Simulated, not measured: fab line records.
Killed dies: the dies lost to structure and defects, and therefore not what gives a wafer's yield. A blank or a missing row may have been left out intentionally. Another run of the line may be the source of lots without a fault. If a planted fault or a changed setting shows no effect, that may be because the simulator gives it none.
fab line records	flow sky130
record lots=12	wafers=36	last-day=50
route steps=708 shown LDD_P@257 LDD_HVP@288 LDD_LDN@302 LI_CONTACT@365 CONTACT@407 PAD_OPEN@708
lots untouched by any fault: they come from a run of this same line in which no faults occurred
start-h: start of the lot's first displayed wafer, in hours after the record's first day	wait-h: time in hours since the lot's previous step	" the same as in the row above	L1.1+2: a single row standing in for several wafers	- either no value or no given start	* or withheld: withheld	< > ~ a bound
route shown NAME@n: NAME is a module with steps in the file, n the number in the route of the first one	usual: mean/standard deviation of fault-free wafers	same: alike in all rows	chamber/n: place in a boat	sites: the reading at each site	_std_site: standard deviation of those values	_edge_site: the outer-site mean with the inner-site mean subtracted	radius-mm: for every site, how far away it sits from the centre of the wafer	mask NAME#n: copy n	behind: the most recent tool/chamber to have shaped the wafer	hold: reason for holding the lot/hours on hold/outcome of the hold	device: the n, p or np transistor that did not switch	end of line: at the end of the route, the tests of the same wafers	a step given without rows: its recipe and nothing more	killed: dies that structure and defects cost at the first sort, which is not the same as the wafer's yield	map: a wafer's dies, marking killed ones x, the rest . and places with no die _
set.NAME: setting as actually run; set.NAME@STEP: the setting as run at that earlier step	model.NAME: the simulator's own value behind a step, which no gauge read
one table for each step of the route and one row for each wafer, over a sample of lots
## steps
# step SKY_LDD_P_COAT_02
# recipe resist=NOVOLAK	spin-rpm=2974	resist-thk-nm=1140
# usual chill-plate-temp-C=23.00/0.11	dispense-pressure-kPa=49.0/1.2	exhaust-pa=44.9/0.8
lot.wafer	tool	chamber	start-h	wait-h	chill-plate-temp-C	dispense-pressure-kPa	exhaust-pa
L307.1	litho-track-04	0	409.06	0.1	23.07	49.6	43.6
L307.5	"	0	"	"	23.14	49.6	44.2
L307.6	"	0	"	"	23.08	49.6	43.8
L309.1	litho-track-04	0	438.91	0.1	23.02	49.5	45.2
L309.2	"	0	"	"	23.07	49.5	45.0
L309.4	"	0	"	"	23.11	49.5	46.5
L310.4	litho-track-04	0	450.18	0.1	22.88	49.5	43.6
L310.5	"	0	"	"	23.03	49.5	46.1
L310.6	"	0	"	"	23.06	49.5	44.2
L311.1	litho-track-01	0	453.57	0.1	23.12	49.7	44.0
L311.2	"	0	"	"	23.18	49.7	46.4
L311.6	"	0	"	"	23.04	49.7	43.8
L312.2	litho-track-04	0	465.58	0.1	22.83	49.5	44.4
L312.3	"	0	"	"	22.91	49.5	45.6
L312.6	"	0	"	"	22.92	49.5	45.4
L314.1	litho-track-01	0	482.42	0.1	22.95	49.7	45.3
L314.2	"	0	"	"	23.02	49.7	45.7
L314.4	"	0	"	"	22.94	49.7	45.3
L317.2	litho-track-04	0	518.63	0.1	22.86	49.5	45.7
L317.4	"	0	"	"	22.94	49.5	45.3
L317.6	"	0	"	"	22.87	49.5	45.5
L316.1	litho-track-04	-	519.56	0.1	-	-	-
L316.2	"	-	"	"	-	-	-
L316.3	"	-	"	"	-	-	-
L318.2	litho-track-04	-	523.98	0.1	-	-	-
L318.3	"	-	"	"	-	-	-
L318.4	"	-	"	"	-	-	-
L326.2	litho-track-04	0	590.53	0.1	23.11	49.5	45.3
L326.3	"	0	"	"	23.13	49.5	44.3
L326.5	"	0	"	"	23.20	49.5	45.3
L327.1	litho-track-04	0	599.41	0.1	22.96	49.5	45.1
L327.2	"	0	"	"	22.92	49.5	44.6
L327.6	"	0	"	"	22.99	49.5	44.9
L328.1	litho-track-02	0	599.57	0.1	22.90	46.3	44.0
L328.2	"	0	"	"	22.79	46.3	44.2
L328.4	"	0	"	"	22.88	46.2	43.0
# step SKY_LDD_P_CD_MEAS_07
# recipe target-cd-nm=380
# usual cd-nm=378.2/2.7
lot.wafer	tool	chamber	start-h	wait-h	cd-nm
L307.1	cd-sem-01	-	423.96	0.1	378.7
L307.5	"	-	"	"	378.9
L307.6	"	-	"	"	376.8
L309.1	cd-sem-02	-	455.16	0.1	377.2
L309.2	"	-	"	"	376.1
L309.4	"	-	"	"	376.0
L310.4	cd-sem-01	-	466.38	0.1	378.8
L310.5	"	-	"	"	380.3
L310.6	"	-	"	"	381.7
L311.1	cd-sem-01	-	469.01	0.1	374.3
L311.2	"	-	"	"	375.0
L311.6	"	-	"	"	378.8
L312.2	cd-sem-02	-	480.89	0.1	379.6
L312.3	"	-	"	"	376.1
L312.6	"	-	"	"	376.9
L314.1	cd-sem-02	-	498.11	0.1	378.1
L314.2	"	-	"	"	377.8
L314.4	"	-	"	"	381.7
L317.2	cd-sem-01	-	533.88	0.1	379.3
L317.4	"	-	"	"	377.4
L317.6	"	-	"	"	374.4
L316.1	cd-sem-02	-	534.67	0.1	-
L316.2	"	-	"	"	-
L316.3	"	-	"	"	-
L318.2	cd-sem-02	-	539.53	0.1	-
L318.3	"	-	"	"	-
L318.4	"	-	"	"	-
L326.2	cd-sem-01	-	605.64	0.1	380.7
L326.3	"	-	"	"	380.9
L326.5	"	-	"	"	381.5
L327.1	cd-sem-02	-	613.92	0.1	382.4
L327.2	"	-	"	"	381.3
L327.6	"	-	"	"	379.2
L328.1	cd-sem-01	-	614.22	0.1	382.5
L328.2	"	-	"	"	378.5
L328.4	"	-	"	"	378.4
# step SKY_LDD_HVP_TW_MEAS_10
# usual LDD_HVP_TW=459/4.9
lot.wafer	tool	chamber	start-h	wait-h	LDD_HVP_TW
L307.1	film-metro-03	-	486.84	0.1	457
L307.5	"	-	"	"	458
L307.6	"	-	"	"	459
L309.1	film-metro-04	-	516.84	0.1	464
L309.2	"	-	"	"	464
L309.4	"	-	"	"	464
L310.4	film-metro-03	-	527.98	0.1	460
L310.5	"	-	"	"	457
L310.6	"	-	"	"	459
L311.1	film-metro-02	-	531.12	0.1	454
L311.2	"	-	"	"	454
L311.6	"	-	"	"	454
L312.2	film-metro-03	-	543.01	0.1	460
L312.3	"	-	"	"	454
L312.6	"	-	"	"	456
L314.1	film-metro-04	-	560.69	0.1	462
L314.2	"	-	"	"	463
L314.4	"	-	"	"	464
L317.2	film-metro-04	-	592.05	0.1	469
L317.4	"	-	"	"	466
L317.6	"	-	"	"	466
L316.1	film-metro-03	-	593.17	0.1	703
L316.2	"	-	"	"	700
L316.3	"	-	"	"	702
L318.2	film-metro-03	-	598.96	0.1	701
L318.3	"	-	"	"	700
L318.4	"	-	"	"	699
L326.2	film-metro-03	-	662.18	0.1	456
L326.3	"	-	"	"	455
L326.5	"	-	"	"	455
L327.1	film-metro-03	-	670.37	0.1	458
L327.2	"	-	"	"	456
L327.6	"	-	"	"	453
L328.1	film-metro-04	-	670.67	0.1	465
L328.2	"	-	"	"	466
L328.4	"	-	"	"	464
# step SKY_LDD_LDN_TW_MEAS_13
# usual LDD_LDN_TW=1476/7.3
lot.wafer	tool	chamber	start-h	wait-h	LDD_LDN_TW
L307.1	film-metro-02	-	517.94	0.1	1469
L307.5	"	-	"	"	1469
L307.6	"	-	"	"	1482
L309.1	film-metro-02	-	548.34	0.1	1470
L309.2	"	-	"	"	1481
L309.4	"	-	"	"	1479
L310.4	film-metro-01	-	559.84	0.1	1467
L310.5	"	-	"	"	1475
L310.6	"	-	"	"	1462
L311.1	film-metro-01	-	562.72	0.1	1465
L311.2	"	-	"	"	1467
L311.6	"	-	"	"	1470
L312.2	film-metro-03	-	573.98	0.1	1476
L312.3	"	-	"	"	1482
L312.6	"	-	"	"	1480
L314.1	film-metro-02	-	588.82	0.1	1466
L314.2	"	-	"	"	1472
L314.4	"	-	"	"	1473
L317.2	film-metro-02	-	621.25	0.1	1468
L317.4	"	-	"	"	1470
L317.6	"	-	"	"	1480
L316.1	film-metro-03	-	622.46	0.1	1511
L316.2	"	-	"	"	1513
L316.3	"	-	"	"	1508
L318.2	film-metro-01	-	627.32	0.1	1486
L318.3	"	-	"	"	1501
L318.4	"	-	"	"	1492
L326.2	film-metro-01	-	690.67	0.1	1486
L326.3	"	-	"	"	1475
L326.5	"	-	"	"	1483
L327.1	film-metro-01	-	699.09	0.1	1482
L327.2	"	-	"	"	1488
L327.6	"	-	"	"	1483
L328.1	film-metro-03	-	699.32	0.1	1481
L328.2	"	-	"	"	1487
L328.4	"	-	"	"	1473
# step SKY_LI_CONTACT_BOW_MEAS_03
# recipe mode=bow
# usual LI_CONTACT_BOW=55/6.7
lot.wafer	tool	chamber	start-h	wait-h	LI_CONTACT_BOW[um]
L307.1	film-metro-02	-	638.39	0.2	48
L307.5	"	-	"	"	53
L307.6	"	-	"	"	58
L309.1	film-metro-02	-	664.49	0.2	65
L309.2	"	-	"	"	50
L309.4	"	-	"	"	53
L310.4	film-metro-01	-	694.85	0.3	66
L310.5	"	-	"	"	43
L310.6	"	-	"	"	52
L312.2	film-metro-04	-	694.95	0.3	51
L312.3	"	-	"	"	51
L312.6	"	-	"	"	46
L311.1	film-metro-02	-	696.02	0.1	45
L311.2	"	-	"	"	50
L311.6	"	-	"	"	51
L314.1	film-metro-04	-	705.09	0.1	50
L314.2	"	-	"	"	41
L314.4	"	-	"	"	62
L317.2	film-metro-02	-	735.91	0.1	55
L317.4	"	-	"	"	57
L317.6	"	-	"	"	58
L316.1	film-metro-04	-	736.34	0.2	52
L316.2	"	-	"	"	46
L316.3	"	-	"	"	55
L318.2	film-metro-02	-	743.81	0.1	64
L318.3	"	-	"	"	67
L318.4	"	-	"	"	63
L326.2	film-metro-02	-	802.54	0.2	54
L326.3	"	-	"	"	49
L326.5	"	-	"	"	47
L327.1	film-metro-04	-	809.56	0.1	58
L327.2	"	-	"	"	47
L327.6	"	-	"	"	53
L328.1	film-metro-02	-	812.33	0.1	64
L328.2	"	-	"	"	60
L328.4	"	-	"	"	61
# step SKY_CONTACT_THK_MEAS_01
# recipe reads=Si3N4_of_CONTACT_CVD_00
# usual CONTACT_CVD_00_THK=74.9/0.92
lot.wafer	tool	chamber	start-h	wait-h	CONTACT_CVD_00_THK[nm]
L307.1	film-metro-03	-	697.29	-	73.7
L307.5	"	-	"	"	75.5
L307.6	"	-	"	"	75.8
L309.1	film-metro-02	-	721.86	-	74.9
L309.2	"	-	"	"	74.4
L309.4	"	-	"	"	76.2
L310.4	film-metro-01	-	749.99	-	76.6
L310.5	"	-	"	"	76.9
L310.6	"	-	"	"	76.3
L312.2	film-metro-03	-	751.82	-	74.3
L312.3	"	-	"	"	73.9
L312.6	"	-	"	"	76.8
L311.1	film-metro-03	-	752.98	-	74.5
L311.2	"	-	"	"	74.4
L311.6	"	-	"	"	75.5
L314.1	film-metro-02	-	760.38	-	74.3
L314.2	"	-	"	"	74.2
L314.4	"	-	"	"	75.5
L317.2	film-metro-01	-	791.89	-	74.3
L317.4	"	-	"	"	75.6
L317.6	"	-	"	"	75.2
L316.1	film-metro-03	-	792.57	-	74.6
L316.2	"	-	"	"	74.2
L316.3	"	-	"	"	74.6
L318.2	film-metro-02	-	798.69	-	74.7
L318.3	"	-	"	"	73.7
L318.4	"	-	"	"	75.4
L326.2	film-metro-02	-	858.26	-	73.1
L326.3	"	-	"	"	74.3
L326.5	"	-	"	"	75.6
L327.1	film-metro-01	-	866.42	-	73.2
L327.2	"	-	"	"	74.3
L327.6	"	-	"	"	74.7
L328.1	film-metro-03	-	869.31	-	75.1
L328.2	"	-	"	"	74.9
L328.4	"	-	"	"	75.5
# step SKY_CONTACT_BOW_MEAS_05
# recipe mode=bow
# usual CONTACT_BOW=80/6.9
lot.wafer	tool	chamber	start-h	wait-h	CONTACT_BOW[um]
L307.1	film-metro-03	-	697.77	0.1	72
L307.5	"	-	"	"	77
L307.6	"	-	"	"	81
L309.1	film-metro-01	-	722.35	0.1	89
L309.2	"	-	"	"	75
L309.4	"	-	"	"	79
L310.4	film-metro-03	-	750.51	0.3	89
L310.5	"	-	"	"	67
L310.6	"	-	"	"	75
L312.2	film-metro-01	-	752.32	0.2	76
L312.3	"	-	"	"	76
L312.6	"	-	"	"	71
L311.1	film-metro-02	-	753.47	0.1	71
L311.2	"	-	"	"	75
L311.6	"	-	"	"	77
L314.1	film-metro-03	-	760.86	0.1	74
L314.2	"	-	"	"	65
L314.4	"	-	"	"	85
L317.2	film-metro-01	-	792.39	0.2	80
L317.4	"	-	"	"	82
L317.6	"	-	"	"	82
L316.1	film-metro-03	-	793.06	0.2	75
L316.2	"	-	"	"	68
L316.3	"	-	"	"	78
L318.2	film-metro-01	-	799.19	0.2	87
L318.3	"	-	"	"	92
L318.4	"	-	"	"	86
L326.2	film-metro-01	-	858.76	0.2	78
L326.3	"	-	"	"	73
L326.5	"	-	"	"	71
L327.1	film-metro-02	-	867.00	0.1	85
L327.2	"	-	"	"	74
L327.6	"	-	"	"	79
L328.1	film-metro-01	-	869.79	0.1	92
L328.2	"	-	"	"	86
L328.4	"	-	"	"	87
# step SKY_PAD_OPEN_PROBE_99
# usual killed_at_M0_to_M3=44/6.6	killed_at_M4_up=3.0/2	killed-at-contacts=24/5.1	killed-at-front-end=15/4.1	killed-at-other=0.4/0.62	killed-dies=86/9.3	killed-on-rim=17/3.7	killed-open=46/6.8	killed-short=40/5.8
# same gross-dies=492	killed-at-back-side=0
lot.wafer	tool	chamber	start-h	wait-h	killed_at_M0_to_M3	killed_at_M4_up	killed-at-contacts	killed-at-front-end	killed-at-other	killed-dies	killed-on-rim	killed-open	killed-short
L307.1	prober-01	-	1071.33	0.1	46	2	29	14	0	91	15	47	44
L307.5	prober-01	-	1071.53	0.2	46	8	24	13	0	91	17	48	43
L307.6	prober-01	-	1071.58	0.2	41	5	24	17	0	87	22	42	45
L316.1	prober-02	-	1141.29	0.1	46	4	34	407	1	492	96	53	43
L316.2	prober-02	-	1141.34	0.1	47	2	32	411	0	492	96	58	38
L316.3	prober-02	-	1141.39	0.2	47	1	28	416	0	492	96	41	45
L318.2	prober-01	-	1144.96	0.1	45	3	18	426	0	492	96	39	41
L318.3	prober-01	-	1145.01	0.2	55	2	12	423	0	492	96	56	37
L318.4	prober-01	-	1145.06	0.2	54	3	20	414	1	492	96	41	49
# killed by level:class
L307.1 CONTACT:geometric-particle:open=11 VIA1:geometric-particle:open=8 LOCAL_INTERCONNECT:geometric-particle:short=8 METAL1:geometric-particle:short=6 VIA2:geometric-particle:open=6 VIA3:geometric-particle:open=6 METAL3:geometric-particle:short=5 POLY_GATE:geometric-particle:short=4
L307.5 VIA2:geometric-particle:open=9 VIA1:geometric-particle:short=8 VIA1:geometric-particle:open=8 CONTACT:geometric-particle:open=7 METAL1:geometric-particle:short=6 POLY_GATE:geometric-particle:open=5 LI_CONTACT:geometric-particle:short=5 LI_CONTACT:geometric-particle:open=5
L307.6 VIA1:geometric-particle:open=13 LOCAL_INTERCONNECT:geometric-particle:short=8 CONTACT:geometric-particle:open=7 FIELD_ISO:geometric-particle:short=6 VIA2:geometric-particle:open=6 LI_CONTACT:geometric-particle:short=4 POLY_GATE:geometric-particle:open=4 METAL4:geometric-particle:short=4
L316.1 LDD_P:area-expose=396 CONTACT:geometric-particle:open=12 LI_CONTACT:geometric-particle:open=10 VIA1:geometric-particle:open=9 METAL1:geometric-particle:short=6 VIA3:geometric-particle:open=5 VIA1:geometric-particle:short=5 VIA2:geometric-particle:open=5
L316.2 LDD_P:area-expose=395 VIA1:geometric-particle:open=17 CONTACT:geometric-particle:open=13 VIA2:geometric-particle:open=7 LI_CONTACT:geometric-particle:open=6 METAL1:geometric-particle:short=6 CONTACT:geometric-particle:short=6 VIA3:geometric-particle:open=6
L316.3 LDD_P:area-expose=406 VIA1:geometric-particle:open=10 CONTACT:geometric-particle:short=8 CONTACT:geometric-particle:open=8 LOCAL_INTERCONNECT:geometric-particle:short=7 VIA2:geometric-particle:open=7 VIA1:geometric-particle:short=6 VIA3:geometric-particle:open=6
L318.2 LDD_P:area-expose=412 VIA1:geometric-particle:open=10 FIELD_ISO:geometric-particle:short=7 VIA1:geometric-particle:short=7 METAL2:geometric-particle:short=6 CONTACT:geometric-particle:open=5 VIA3:geometric-particle:open=5 LI_CONTACT:geometric-particle:open=4
L318.3 LDD_P:area-expose=399 VIA1:geometric-particle:open=12 FIELD_ISO:geometric-particle:open=10 VIA3:geometric-particle:open=9 FIELD_ISO:geometric-particle:short=6 VIA2:geometric-particle:open=6 VIA1:geometric-particle:short=5 POLY_GATE:geometric-particle:open=5
L318.4 LDD_P:area-expose=402 METAL2:geometric-particle:short=8 VIA1:geometric-particle:open=8 METAL1:geometric-particle:short=7 CONTACT:geometric-particle:open=6 VIA3:geometric-particle:open=6 LI_CONTACT:geometric-particle:short=5 LI_CONTACT:geometric-particle:open=5
## key
first-sign step=SKY_LDD_P_COAT_02	reading=tool-record	direction=missing
effect step=SKY_LDD_P_CD_MEAS_07	reading=cd-nm	direction=missing
effect step=SKY_LDD_HVP_TW_MEAS_10	reading=LDD_HVP_TW	direction=up	sigmas=50	usual=459	struck=701
effect step=SKY_LDD_LDN_TW_MEAS_13	reading=LDD_LDN_TW	direction=up	sigmas=3.5	usual=1476	struck=1502
effect step=SKY_PAD_OPEN_PROBE_99	reading=killed-at-front-end	direction=up	sigmas=98	usual=15	struck=416
more-kills-born-at SKY_LDD_P_EXPOSE_04@iline-stepper-01=2410
met-at SKY_LDD_P_COAT_02
struck-lots L316,L318
tester-left-out L316,L318
not-acting-at SKY_LI_CONTACT_BOW_MEAS_03,SKY_CONTACT_THK_MEAS_01,SKY_CONTACT_BOW_MEAS_05
onset-between 518.63 519.56
fault kind=skipped-step-whole	tool=litho-track-04	chamber=-	onset-h=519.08	steps=SKY_LDD_P_COAT_02	scope=struck-lots-only
# tester-left-out: of these lots the tester's yield and bins aren't shown, on N5 and GAA mostly nor the transistor test; their killed dies are dies lost to structure and defects alone, not to doping, threshold or leakage, so they don't give the yield
